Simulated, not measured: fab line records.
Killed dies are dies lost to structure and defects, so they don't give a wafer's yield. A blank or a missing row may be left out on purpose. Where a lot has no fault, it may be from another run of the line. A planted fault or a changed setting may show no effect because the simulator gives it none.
Matching of chambers || flow sky130 || SKY_FIELD_ISO_CMP_27 on cmp-02 has 4 sister chambers
The step polishes, stops on Si3N4, t overpolish 16 s, target thk 457.8 nm. 8 wafers are shown with their chamber, then 11 later ones without.

## WAFERS, EACH WITH ITS CHAMBER
{"wafer": "L083.4", "chamber": 0, "motor-current-A (A)": 10.7, "time-to-endpoint-s (s)": 115}
{"wafer": "L084.6", "chamber": 1, "motor-current-A (A)": 13.8, "time-to-endpoint-s (s)": 124}
{"wafer": "L086.1", "chamber": 0, "motor-current-A (A)": 10.8, "time-to-endpoint-s (s)": 117}
{"wafer": "L086.4", "chamber": 1, "motor-current-A (A)": 13.7, "time-to-endpoint-s (s)": 131}
{"wafer": "L089.2", "chamber": 2, "motor-current-A (A)": 13.5, "time-to-endpoint-s (s)": 117}
{"wafer": "L089.5", "chamber": 2, "motor-current-A (A)": 14.1, "time-to-endpoint-s (s)": 112}
{"wafer": "L089.6", "chamber": 3, "motor-current-A (A)": 10.8, "time-to-endpoint-s (s)": 110}
{"wafer": "L090.2", "chamber": 3, "motor-current-A (A)": 9.8, "time-to-endpoint-s (s)": 111}

## WAFERS MISSING THEIR CHAMBER
{"wafer": "L090.4", "motor-current-A (A)": 13.5, "time-to-endpoint-s (s)": 109}
{"wafer": "L090.5", "motor-current-A (A)": 13.7, "time-to-endpoint-s (s)": 120}
{"wafer": "L091.3", "motor-current-A (A)": 10.3, "time-to-endpoint-s (s)": 111}
{"wafer": "L091.4", "motor-current-A (A)": 12.9, "time-to-endpoint-s (s)": 116}
{"wafer": "L091.5", "motor-current-A (A)": 10.8, "time-to-endpoint-s (s)": 112}
{"wafer": "L092.2", "motor-current-A (A)": 10.3, "time-to-endpoint-s (s)": 110}
{"wafer": "L092.4", "motor-current-A (A)": 13.2, "time-to-endpoint-s (s)": 121}
{"wafer": "L092.6", "motor-current-A (A)": 13.4, "time-to-endpoint-s (s)": 122}
{"wafer": "L097.1", "motor-current-A (A)": 13.8, "time-to-endpoint-s (s)": 124}
{"wafer": "L097.2", "motor-current-A (A)": 13.3, "time-to-endpoint-s (s)": 119}
{"wafer": "L097.5", "motor-current-A (A)": 13.1, "time-to-endpoint-s (s)": 114}

## WHICH CHAMBER EACH ONE RAN IN
{"wafer": "L090.4", "from the rows above": 2, "in truth": 2}
{"wafer": "L090.5", "from the rows above": "can't be placed: 2 or 1", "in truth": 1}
{"wafer": "L091.3", "from the rows above": "can't be placed: 3 or 0", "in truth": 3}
{"wafer": "L091.4", "from the rows above": "can't be placed: 2 or 1", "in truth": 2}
{"wafer": "L091.5", "from the rows above": "can't be placed: 0 or 3", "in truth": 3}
{"wafer": "L092.2", "from the rows above": 3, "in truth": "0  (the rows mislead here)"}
{"wafer": "L092.4", "from the rows above": "can't be placed: 1 or 2", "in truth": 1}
{"wafer": "L092.6", "from the rows above": "can't be placed: 1 or 2", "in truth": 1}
{"wafer": "L097.1", "from the rows above": "can't be placed: 1 or 2", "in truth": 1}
{"wafer": "L097.2", "from the rows above": "can't be placed: 2 or 1", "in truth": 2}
{"wafer": "L097.5", "from the rows above": 2, "in truth": 2}
Correct placement for 2 of the 11. These rows do not allow placing 8 (true chamber among the candidates in 8). 1 placed wrongly.
How it was worked out, from the rows above alone: a wafer's distance from a chamber is the root of the sum, over the readings, of the square of ((its reading less the chamber's mean) divided by the reading's scatter). The wafer belongs to the nearest chamber; if the next one is less than 2 further off, it can't be placed. A chamber's mean is the mean of its shown wafers. The scatter is the square root of a quotient: the sum, over the shown wafers, of each reading's squared deviation from its chamber's mean, divided by wafers minus chambers.
